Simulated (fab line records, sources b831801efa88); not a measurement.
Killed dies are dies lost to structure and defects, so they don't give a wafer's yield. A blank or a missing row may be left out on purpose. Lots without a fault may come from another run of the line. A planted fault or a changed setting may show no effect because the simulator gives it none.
Which tool did it? | flow gf180mcu | 14 lots, 42 wafers sampled, at 4 steps of a route of 602

WHAT THE GAUGES READ, wafer by wafer
GF_VT_IMPLANT_OVL_MEAS_07. Usual: VT_IMPLANT_OVL -0.3 nm, standard deviation 1.2.
lot  | measured     | on         | VT_IMPLANT_OVL (nm) | flag
L199 | day 5 14:19  | overlay-02 | 1.3 3.5 0.1         |
L200 | day 5 22:29  | overlay-02 | 0.1 0.1 -0.2        |
L201 | day 6 03:13  | overlay-01 | 0.1 -0.8 0.2        |
L202 | day 6 09:28  | overlay-02 | -0.8 0.1 0.7        |
L203 | day 6 14:58  | overlay-02 | -0.4 -0.2 -0.6      |
L204 | day 6 19:37  | overlay-01 | -0.1 -2.6 -1.9      |
L206 | day 7 14:37  | overlay-01 | 0.5 -1.0 -0.1       |
L207 | day 7 18:49  | overlay-02 | -0.2 0.5 1.0        |
L208 | day 7 22:46  | overlay-01 | -1.3 -0.8 -2.2      |
L209 | day 8 04:01  | overlay-02 | 0.1 0.8 -0.9        |
L210 | day 8 12:21  | overlay-02 | -0.4 0.6 0.6        |
L217 | day 10 12:31 | overlay-01 | -2.1 -0.8 0.6       |
L219 | day 10 21:46 | overlay-02 | -0.8 -1.5 -0.5      |
L221 | day 11 08:07 | overlay-02 | -0.3 -0.6 1.1       |

GF_VT_IMPLANT_OVL_MEAS_29. Usual: VT_IMPLANT_02_OVL -0.5 nm, standard deviation 1.5.
lot  | measured     | on         | VT_IMPLANT_02_OVL (nm) | flag
L199 | day 6 20:28  | overlay-02 | -0.2 -0.8 -1.5         |
L200 | day 7 04:28  | overlay-02 | -3.3 -1.0 -4.1         |
L201 | day 7 09:28  | overlay-01 | 1.2 0.3 1.5            |
L202 | day 7 16:49  | overlay-01 | -1.3 -2.3 -1.4         |
L203 | day 7 21:49  | overlay-01 | -0.5 -0.6 -2.0         |
L204 | day 8 03:28  | overlay-02 | -2.8 -0.8 -0.5         |
L206 | day 9 00:40  | overlay-01 | -3.1 -3.3 -1.9         |
L207 | day 9 04:31  | overlay-02 | -0.4 1.4 0.1           |
L208 | day 9 09:07  | overlay-02 | -0.8 -0.5 2.1          |
L209 | day 9 15:07  | overlay-02 | -1.4 -1.7 -1.8         |
L210 | day 9 23:43  | overlay-01 | 0.2 -0.9 -0.2          |
L217 | day 12 02:16 | overlay-02 | -1.7 -0.4 -1.9         |
L219 | day 12 12:00 | overlay-02 | -1.4 0.5 0.1           |
L221 | day 12 22:52 | overlay-02 | -1.9 -2.0 0.2          |

WHICH TOOL RAN EACH LOT (tool, then ch and the chambers of the sampled wafers, then the start)
lot  | GF_VT_IMPLANT_STRIP_09               | GF_VT_IMPLANT_SOFTBAKE_25
L199 | plasma_asher-04 ch 0,1, day 5 14:30  | litho_track-03 ch 0, day 6 13:01
L200 | plasma_asher-04 ch 0,1, day 5 22:41  | litho_track-04 ch 0, day 6 21:05
L201 | plasma_asher-03 ch 0, day 6 03:24    | litho_track-03 ch 0, day 7 01:55
L202 | plasma_asher-01 ch 0, day 6 09:39    | litho_track-03 ch 0, day 7 08:41
L203 | plasma_asher-01 ch 0,1, day 6 15:09  | litho_track-03 ch 0, day 7 14:10
L204 | plasma_asher-01 ch 0,1, day 6 19:48  | litho_track-02 ch 0, day 7 19:28
L206 | plasma_asher-04 ch 0,1, day 7 14:48  | litho_track-04 ch 0, day 8 16:04
L207 | plasma_asher-01 ch 0,1, day 7 19:00  | litho_track-04 ch 0, day 8 19:53
L208 | plasma_asher-04 ch 0, day 7 22:57    | litho_track-04 ch 0, day 9 00:22
L209 | plasma_asher-04 ch 1, day 8 04:12    | litho_track-03 ch 0, day 9 06:13
L210 | plasma_asher-04 ch 0,1, day 8 12:34  | litho_track-02 ch 0, day 9 14:22
L217 | plasma_asher-03 ch 0,1, day 10 12:42 | litho_track-03 ch 0, day 11 16:31
L219 | plasma_asher-04 ch 0,1, day 10 21:59 | litho_track-03 ch 0, day 12 02:46
L221 | plasma_asher-01 ch 0,1, day 11 08:18 | litho_track-04 ch 0, day 12 13:02
- GF_VT_IMPLANT_STRIP_09: strips in O2/N2.
- GF_VT_IMPLANT_SOFTBAKE_25: time 60 s.

WHAT THE TOOLS THEMSELVES READ (means of the sampled wafers that have a number; where no wafer has one, the mark that the record gives instead)
GF_VT_IMPLANT_STRIP_09. Usual: drypump_motor_current_A 5.74 A, standard deviation 0.21; heater_power_w 346 W, standard deviation 14; oes_product_au 0.716 a.u., standard deviation 0.0046; strip_time_to_endpoint_s 12.640 s, standard deviation 0.029.
lot  | tool            | drypump_motor_current_A (A) | heater_power_w (W) | oes_product_au (a.u.) | strip_time_to_endpoint_s (s) | flag
L199 | plasma_asher-04 | 5.64                        | 359                | 0.714                 | 12.645                       |
L200 | plasma_asher-04 | 5.60                        | 361                | 0.716                 | 12.605                       |
L201 | plasma_asher-03 | 5.83                        | 341                | 0.714                 | 12.620                       |
L202 | plasma_asher-01 | 6.00                        | 328                | 0.712                 | 12.636                       |
L203 | plasma_asher-01 | 5.73                        | 342                | 0.715                 | 12.606                       |
L204 | plasma_asher-01 | 5.86                        | 336                | 0.720                 | 12.665                       |
L206 | plasma_asher-04 | 5.80                        | 355                | 0.720                 | 12.624                       |
L207 | plasma_asher-01 | 5.87                        | 335                | 0.719                 | 12.690                       |
L208 | plasma_asher-04 | 5.93                        | 360                | 0.710                 | 12.641                       |
L209 | plasma_asher-04 | 5.47                        | 363                | 0.720                 | 12.663                       |
L210 | plasma_asher-04 | 5.64                        | 357                | 0.714                 | 12.653                       |
L217 | plasma_asher-03 | 5.74                        | 332                | 0.715                 | 12.610                       |
L219 | plasma_asher-04 | 5.79                        | 360                | 0.718                 | 12.651                       |
L221 | plasma_asher-01 | 5.73                        | 341                | 0.717                 | 12.658                       |

GF_VT_IMPLANT_SOFTBAKE_25. Usual: heater_power_total_W 56.60 W, standard deviation 0.041; run_length_s 89.07 s, standard deviation 0.15.
lot  | tool           | heater_power_total_W (W) | run_length_s (s) | flag
L199 | litho_track-03 | 56.58                    | 89.10            |
L200 | litho_track-04 | 56.58                    | 88.88            |
L201 | litho_track-03 | 56.61                    | 89.20            |
L202 | litho_track-03 | 56.60                    | 89.03            |
L203 | litho_track-03 | 56.63                    | 89.06            |
L204 | litho_track-02 | 56.59                    | 89.12            |
L206 | litho_track-04 | 56.62                    | 89.09            |
L207 | litho_track-04 | 56.59                    | 88.94            |
L208 | litho_track-04 | 56.57                    | 88.92            |
L209 | litho_track-03 | 56.59                    | 89.08            |
L210 | litho_track-02 | 56.58                    | 89.24            |
L217 | litho_track-03 | 58.35                    | 84.41            | OFF
L219 | litho_track-03 | 58.36                    | 84.48            | OFF
L221 | litho_track-04 | 56.60                    | 89.12            |

THE ANSWER, worked out from the rows above alone
Rule: a lot is off if the mean of its wafers that have a number lies more than 3 standard deviations from the usual mean. A lot without any number at a reading at which 4 lots or more have one is off too. The other lots that the step has rows for count as sound. The gauges are gone through in route order, then the tools' own readings, and for those a lot's mean is taken as printed above. The first step at which some lot is off is used, and at that step the reading that is off furthest; a lot without a number counts as furthest.
Off: L217, L219, at GF_VT_IMPLANT_SOFTBAKE_25 (heater_power_total_W).
A tool fits if, at that step or a process step before it, it ran every lot that is off, and no sound lot after the first of them. One fits: litho_track-03 at GF_VT_IMPLANT_SOFTBAKE_25. Its last sound lot is L209 (day 9 06:13), its first lot that is off L217 (day 11 16:31): a fault that began between those two fits.
The tool's own readings at GF_VT_IMPLANT_SOFTBAKE_25 bear it out: on the lots that are off they differ by more than 5 times the standard deviation of the sound lots' means. heater_power_total_W reads 58.36 W there against 56.59 W on the sound lots; run_length_s reads 84.44 s there against 89.06 s on the sound lots.

WHAT THE SIMULATOR HAD PUT IN
Process parameter drift: litho_track-03, from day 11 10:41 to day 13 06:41, at GF_VT_IMPLANT_SOFTBAKE_25. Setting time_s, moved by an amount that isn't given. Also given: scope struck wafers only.
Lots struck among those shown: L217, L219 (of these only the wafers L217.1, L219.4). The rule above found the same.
